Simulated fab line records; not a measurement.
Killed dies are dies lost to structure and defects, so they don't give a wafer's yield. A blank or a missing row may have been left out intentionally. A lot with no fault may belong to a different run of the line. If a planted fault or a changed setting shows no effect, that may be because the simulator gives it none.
Chamber matching + flow sky130 + SKY_VIA3_CMP_02 on cmp-02 has 4 sister chambers
The step polishes SiO2. 30 wafers are shown with their chamber, then 12 later ones without.

WAFERS PAIRED WITH THEIR CHAMBERS
| wafer  | chamber | motor_current_A (A) |
|--------|---------|---------------------|
| L079.2 | 3       | 11.2                |
| L079.3 | 2       | 13.2                |
| L079.4 | 1       | 10.4                |
| L083.2 | 3       | 11.0                |
| L083.3 | 0       | 13.6                |
| L083.4 | 1       | 10.5                |
| L087.1 | 3       | 10.0                |
| L087.2 | 0       | 13.6                |
| L087.3 | 2       | 13.4                |
| L088.3 | 3       | 10.9                |
| L088.5 | 2       | 12.6                |
| L088.6 | 1       | 11.0                |
| L089.1 | 3       | 10.8                |
| L089.2 | 1       | 10.3                |
| L089.4 | 2       | 12.4                |
| L089.3 | 0       | 13.7                |
| L089.5 | 3       | 10.3                |
| L089.6 | 2       | 13.5                |
| L090.1 | 3       | 10.7                |
| L090.4 | 1       | 11.3                |
| L090.5 | 2       | 13.4                |
| L091.2 | 1       | 10.7                |
| L091.4 | 2       | 13.1                |
| L091.5 | 3       | 10.7                |
| L092.1 | 2       | 13.0                |
| L092.3 | 3       | 11.1                |
| L092.5 | 1       | 10.6                |
| L094.1 | 0       | 13.3                |
| L094.2 | 1       | 11.0                |
| L094.5 | 3       | 10.9                |

SIGNATURES, as means of the wafers listed above
| reading         | chamber 0 | chamber 1 | chamber 2 | chamber 3 | scatter within a chamber |
|-----------------|-----------|-----------|-----------|-----------|--------------------------|
| motor_current_A | 13.550    | 10.725    | 13.075    | 10.760    | 0.352                    |
Rule: a wafer lies at a distance from a chamber equal to the root of the sum of squares, over the readings, of (its reading less the chamber's mean, divided by the reading's scatter). If the next closest chamber is less than 2 further off than the closest, the wafer can't be placed; otherwise it belongs to the closest. The scatter is the square root of a quotient: the sum, over the shown wafers, of each reading's squared deviation from its chamber's mean, divided by wafers minus chambers.

WAFERS WITH NO CHAMBER GIVEN
| wafer  | motor_current_A (A) |
|--------|---------------------|
| L095.2 | 10.9                |
| L095.3 | 13.1                |
| L095.5 | 10.8                |
| L096.1 | 13.6                |
| L096.3 | 10.9                |
| L096.4 | 12.5                |
| L096.2 | 10.7                |
| L096.5 | 10.4                |
| L096.6 | 13.4                |
| L097.1 | 13.1                |
| L097.2 | 11.2                |
| L097.5 | 10.7                |

WHICH CHAMBER EACH WENT THROUGH
| wafer  | from the rows above     | in truth |
|--------|-------------------------|----------|
| L095.2 | can't be placed: 3 or 1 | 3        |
| L095.3 | can't be placed: 2 or 0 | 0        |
| L095.5 | can't be placed: 3 or 1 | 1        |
| L096.1 | can't be placed: 0 or 2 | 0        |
| L096.3 | can't be placed: 3 or 1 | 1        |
| L096.4 | can't be placed: 2 or 0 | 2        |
| L096.2 | can't be placed: 1 or 3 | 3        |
| L096.5 | can't be placed: 1 or 3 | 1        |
| L096.6 | can't be placed: 0 or 2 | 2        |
| L097.1 | can't be placed: 2 or 0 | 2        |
| L097.2 | can't be placed: 3 or 1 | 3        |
| L097.5 | can't be placed: 1 or 3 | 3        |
0 of 12 placed correctly. From these rows, 12 cannot be placed; in 12 the true chamber is one of the candidates. Wrongly placed: 0.
